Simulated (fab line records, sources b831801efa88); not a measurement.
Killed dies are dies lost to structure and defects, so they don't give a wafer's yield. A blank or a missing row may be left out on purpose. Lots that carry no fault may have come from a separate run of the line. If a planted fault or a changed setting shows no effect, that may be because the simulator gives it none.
Which tool is to blame? -- flow gf180mcu -- Sampling: 12 lots, 36 wafers, 6 of 602 route steps

== WHAT THE GAUGES SHOWED, per wafer ==
GF_HV_LDD_THK_MEAS_55.
lot,measured,on,HV_LDD_CVD_54_THK (nm)
L745,day 12 08:38,filmMetro-01,9.94 10.07 9.82
L746,day 12 15:54,filmMetro-04,10.25 10.10 10.12
L747,day 13 03:16,filmMetro-03,10.01 9.84 9.92
L748,day 13 16:38,filmMetro-03,10.15 9.98 10.14
L756,day 16 10:52,filmMetro-04,10.10 10.08 9.90
L757,day 16 20:56,filmMetro-03,10.03 9.95 9.98
L759,day 17 04:23,filmMetro-01,10.33 10.28 10.22
L760,day 17 12:54,filmMetro-04,10.30 10.37 10.32
L762,day 18 02:40,filmMetro-04,10.05 10.13 10.00
L765,day 19 08:55,filmMetro-04,10.10 10.14 10.20
L766,day 19 18:16,filmMetro-03,10.13 10.27 10.20
L768,day 20 04:13,filmMetro-04,10.02 9.95 10.06

GF_V1_THK_MEAS_03.
lot,measured,on,V1_CVD_02_THK (nm)
L745,day 17 02:07,filmMetro-03,855 863 885
L746,day 17 08:49,filmMetro-02,849 864 851
L747,day 17 21:49,filmMetro-03,841 870 864
L748,day 18 13:38,filmMetro-03,838 851 855
L756,day 21 15:52,filmMetro-04,676 861 859
L757,day 22 01:07,filmMetro-04,844 857 843
L759,day 22 09:26,filmMetro-03,827 852 857
L760,day 22 17:50,filmMetro-03,834 853 860
L762,day 23 06:32,filmMetro-03,841 836 859
L765,day 24 11:52,filmMetro-02,841 836 846
L766,day 24 19:20,filmMetro-02,839 834 853
L768,day 25 04:53,filmMetro-02,818 821 831

GF_M2_CD_MEAS_14 targets a cd of 280 nm.
lot,measured,on,cdNm (nm)
L745,day 19 03:38,cdSem-01,280.5 280.9 280.5
L746,day 19 09:33,cdSem-02,279.5 279.8 281.4
L747,day 20 00:07,cdSem-01,281.3 281.0 280.9
L748,day 20 16:04,cdSem-01,278.3 278.1 277.1
L756,day 23 16:22,cdSem-01,281.0 280.3 281.2
L757,day 24 01:01,cdSem-02,281.3 281.5 282.0
L759,day 24 08:37,cdSem-01,278.0 278.6 278.0
L760,day 24 17:29,cdSem-02,280.1 280.2 278.1
L762,day 25 04:14,cdSem-01,280.4 280.8 280.6
L765,day 26 07:47,cdSem-02,279.8 279.6 280.7
L766,day 26 16:17,cdSem-02,277.2 279.0 278.0
L768,day 27 00:35,cdSem-01,280.3 279.2 279.1

== WHICH TOOL RAN EACH LOT (tool, then ch and the chambers of the sampled wafers, then the start) ==
lot,GF_V1_CVD_02,GF_V1_CMP_04,GF_V1_STRIP_18
L745,"pecvd-02 ch 0,1,2, day 17 02:04","cmp-01 ch 0,3, day 17 02:09","plasmaAsher-01 ch 0,1, day 18 02:23"
L746,"pecvd-02 ch 0,1, day 17 08:44","cmp-02 ch 1,2, day 17 08:52","plasmaAsher-02 ch 0,1, day 18 08:17"
L747,"pecvd-02 ch 0,1,2, day 17 21:44","cmp-01 ch 0,2,3, day 17 22:04","plasmaAsher-01 ch 0,1, day 18 22:32"
L748,"pecvd-02 ch 0,1, day 18 13:35","cmp-02 ch 1,2,3, day 18 13:45","plasmaAsher-04 ch 0,1, day 19 14:44"
L756,"pecvd-01 ch 0,1,2, day 21 15:47","cmp-02 ch 0,1, day 21 15:55","plasmaAsher-01 ch 0,1, day 22 15:55"
L757,"pecvd-04 ch 0,1,2, day 22 01:02","cmp-02 ch 1,2,3, day 22 01:22","plasmaAsher-04 ch 0,1, day 23 00:59"
L759,"pecvd-04 ch 1,2, day 22 09:22","cmp-02 ch 1,3, day 22 09:32","plasmaAsher-02 ch 0,1, day 23 08:47"
L760,"pecvd-04 ch 0,1, day 22 17:46","cmp-01 ch 2,3, day 22 17:53","plasmaAsher-01 ch 0,1, day 23 17:26"
L762,"pecvd-04 ch 1,2, day 23 06:28","cmp-02 ch 2,3, day 23 06:35","plasmaAsher-02 ch 0,1, day 24 05:05"
L765,"pecvd-04 ch 0,1,2, day 24 11:47","cmp-01 ch 0,2,3, day 24 11:55","plasmaAsher-02 ch 0,1, day 25 09:52"
L766,"pecvd-01 ch 1,2, day 24 19:16","cmp-02 ch 0,3, day 24 19:26","plasmaAsher-01 ch 0,1, day 25 18:11"
L768,"pecvd-02 ch 0,1, day 25 04:48","cmp-01 ch 0,2, day 25 04:59","plasmaAsher-02 ch 0,1, day 26 02:59"
- GF_V1_CVD_02: deposits SiO2 from TEOS, target thk 850 nm, time 94.851 s.
- GF_V1_CMP_04: polishes SiO2.
- GF_V1_STRIP_18: strips in O2/N2.

== WHAT THE TOOLS THEMSELVES READ (means of the sampled wafers that have a number; where no wafer has one, the mark that the record gives instead) ==
GF_V1_CVD_02.
lot,tool,heaterPowerW (W)
L745,pecvd-02,740
L746,pecvd-02,723
L747,pecvd-02,723
L748,pecvd-02,640
L756,pecvd-01,586
L757,pecvd-04,655
L759,pecvd-04,678
L760,pecvd-04,660
L762,pecvd-04,675
L765,pecvd-04,670
L766,pecvd-01,597
L768,pecvd-02,640

GF_V1_CMP_04.
lot,tool,motorCurrentA (A),timeToEndpointS (s)
L745,cmp-01,10.0,79
L746,cmp-02,11.8,89
L747,cmp-01,11.3,79
L748,cmp-02,12.3,78
L756,cmp-02,12.0,59
L757,cmp-02,11.7,78
L759,cmp-02,12.2,77
L760,cmp-01,10.9,77
L762,cmp-02,11.7,76
L765,cmp-01,11.1,74
L766,cmp-02,12.0,68
L768,cmp-01,11.8,68

GF_V1_STRIP_18.
lot,tool,drypumpMotorCurrentA (A),heaterPowerW (W),oesProductAu (a.u.)
L745,plasmaAsher-01,5.5,382,0.597
L746,plasmaAsher-02,6.2,340,0.596
L747,plasmaAsher-01,5.5,329,0.589
L748,plasmaAsher-04,5.4,305,0.589
L756,plasmaAsher-01,5.5,331,0.593
L757,plasmaAsher-04,5.1,316,0.593
L759,plasmaAsher-02,5.7,340,0.596
L760,plasmaAsher-01,5.5,359,0.591
L762,plasmaAsher-02,5.7,347,0.588
L765,plasmaAsher-02,6.2,339,0.591
L766,plasmaAsher-01,5.5,328,0.598
L768,plasmaAsher-02,5.7,343,0.594

== THE ANSWER, worked out from the rows above alone ==
Rule: the usual values come from the lots themselves. The widest of any qualifying gaps counts: lots, ordered by their means at a reading, are off when they make up no more than a third of the lots, leave a main group of 4 or more, and stand apart from it by 3 or more times the standard deviation of that group's means. Not used: any main group whose means are identical at the precision the tables above print for the reading. A lot without any number at a reading at which 4 lots or more have one is off too. Where the step has rows for the other lots, those lots are counted as sound. First the gauges in route order, then the tools' own readings, where a lot's mean is used as printed above. At the first step where some lot is off, the reading lying furthest off is the one used; lots without a number count as furthest.
No lot is off on any of the readings shown, so nothing can be concluded from this.

== WHAT HAD BEEN PUT IN BY THE SIMULATOR ==
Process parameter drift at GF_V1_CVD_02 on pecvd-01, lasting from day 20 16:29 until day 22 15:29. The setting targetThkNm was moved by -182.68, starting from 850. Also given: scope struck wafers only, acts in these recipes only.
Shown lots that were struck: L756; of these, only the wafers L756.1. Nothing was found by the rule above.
